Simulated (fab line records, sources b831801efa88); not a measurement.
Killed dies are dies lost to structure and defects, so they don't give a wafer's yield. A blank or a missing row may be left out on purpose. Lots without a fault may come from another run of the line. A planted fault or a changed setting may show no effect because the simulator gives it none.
Split-lot experiment | flow sky130 | 5 lots, 23 wafers read, on a route of 708 steps

THE SPLIT
At SKY_SD_P_IMPLANT_09, the setting energy_kev was moved away from the recipe's 20 on 8 of the 23 wafers read, by -3.7% to +5.3%. The other wafers ran this setting at the recipe's value.

The reading is taken at the split's own step.

THE READING
implant.rp_nm (the simulator's own value, which no gauge read), in nm, at SKY_SD_P_IMPLANT_09. The file gives no usual value for it. The 15 wafers here that ran the recipe average 17.35 nm, standard deviation 0.39 nm.

wafer  | tool, chamber at the split | energy_kev as run | against the recipe | implant.rp_nm, nm | against lot-mates on the recipe
L074.2 | implanter-01, 0            | 19.26             | -3.7%              | 16.85             | -0.51
L074.5 | implanter-01, 0            | 19.26             | -3.7%              | 16.85             | -0.51
L074.6 | implanter-01, 0            | 19.26             | -3.7%              | 16.85             | -0.51
L074.3 | implanter-01, 0            | 20                | recipe             | 17.36             | -
L074.4 | implanter-01, 0            | 20                | recipe             | 17.36             | -
L078.1 | implanter-03, 0            | 20                | recipe             | 17.93             | -
L078.3 | implanter-03, 0            | 20                | recipe             | 17.93             | -
L078.4 | implanter-03, 0            | 20                | recipe             | 17.93             | -
L080.1 | implanter-04, 0            | 21.06             | +5.3%              | 17.65             | +0.70
L080.4 | implanter-04, 0            | 21.06             | +5.3%              | 17.65             | +0.70
L080.5 | implanter-04, 0            | 21.06             | +5.3%              | 17.65             | +0.70
L080.3 | implanter-04, 0            | 20                | recipe             | 16.95             | -
L080.6 | implanter-04, 0            | 20                | recipe             | 16.95             | -
L083.1 | implanter-04, 0            | 20                | recipe             | 17.63             | -
L083.3 | implanter-04, 0            | 20                | recipe             | 17.63             | -
L083.4 | implanter-04, 0            | 20                | recipe             | 17.63             | -
L083.2 | implanter-04, 0            | 19.57             | -2.1%              | 17.34             | -0.29
L083.6 | implanter-04, 0            | 19.57             | -2.1%              | 17.34             | -0.29
L082.1 | implanter-01, 0            | 20                | recipe             | 16.98             | -
L082.2 | implanter-01, 0            | 20                | recipe             | 16.98             | -
L082.3 | implanter-01, 0            | 20                | recipe             | 16.98             | -
L082.4 | implanter-01, 0            | 20                | recipe             | 16.98             | -
L082.6 | implanter-01, 0            | 20                | recipe             | 16.98             | -

THE FIT
A straight line over all 23 wafers: implant.rp_nm changes by +0.0771 nm for each +1% of energy_kev; r = +0.50; the points scatter about the line by 0.34 nm.
The same after taking each lot's own level away (the mean of its wafers on the recipe; 23 wafers): +0.134 nm for each +1%; r = +1.00; scatter 0.0056 nm.
On that fit, the largest move of energy_kev shifts the reading by 0.71 nm.
The lots' own levels span 16.950 to 17.930 nm, that is 2.5 times the standard deviation above.
So the lot-to-lot level blurs the effect unless lot-mates are compared.
Check: with one of the wafers moved furthest among these (+5.3%) left out of the fit, the line predicts +0.709 nm for it against its lot-mates. It came out at +0.7 nm against them.

OTHER SPLITS ON THESE WAFERS
These wafers also went through other splits before the reading. Each is held against what the fit with the lots' levels taken away leaves over:
other split on the same wafers      | wafers away from the commonest value | r with implant.rp_nm (lot level and that fit taken away)
SKY_SONOS_ONO_DEVELOP_12 dev_temp_c | 6                                    | -0.47
SKY_POLY_GATE_COAT_07 spin_rpm      | 5                                    | -0.21
SKY_POLY_GATE_ETCH_16 time_s        | 5                                    | -0.05
SKY_LDD_N_IMPLANT_14 energy_kev     | 4                                    | -0.26
SKY_LDD_P_EXPOSE_04 dose_mj         | 9                                    | -0.04
SKY_LDD_HVN_COAT_02 resist_thk_nm   | 11                                   | +0.15
SKY_LDD_LDN_IMPLANT_10 energy_kev   | 5                                    | +0.29
SKY_SD_P_EXPOSE_04 dose_mj          | 7                                    | -0.11

THE WHOLE CHAIN: every reading that the file lists as answering this split, in the file's order
step                | what it does    | reading                                                         | change (the file's fit)                | r (the file's)
SKY_SD_P_IMPLANT_09 |                 | implant.drp_nm (the simulator's own value, which no gauge read) | +0.0682 nm for each +1% of the setting | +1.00
SKY_SD_P_IMPLANT_09 |                 | implant.rp_nm (the simulator's own value, which no gauge read)  | +0.133 nm for each +1% of the setting  | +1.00
SKY_SD_P_STRIP_10   | strips in O2/N2 | strip_time_to_endpoint_s                                        | withheld for each +1% of the setting   | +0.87

THE FILE'S OWN FIT
implant.rp_nm changes by +0.133 nm for each +1% of energy_kev, r = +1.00.
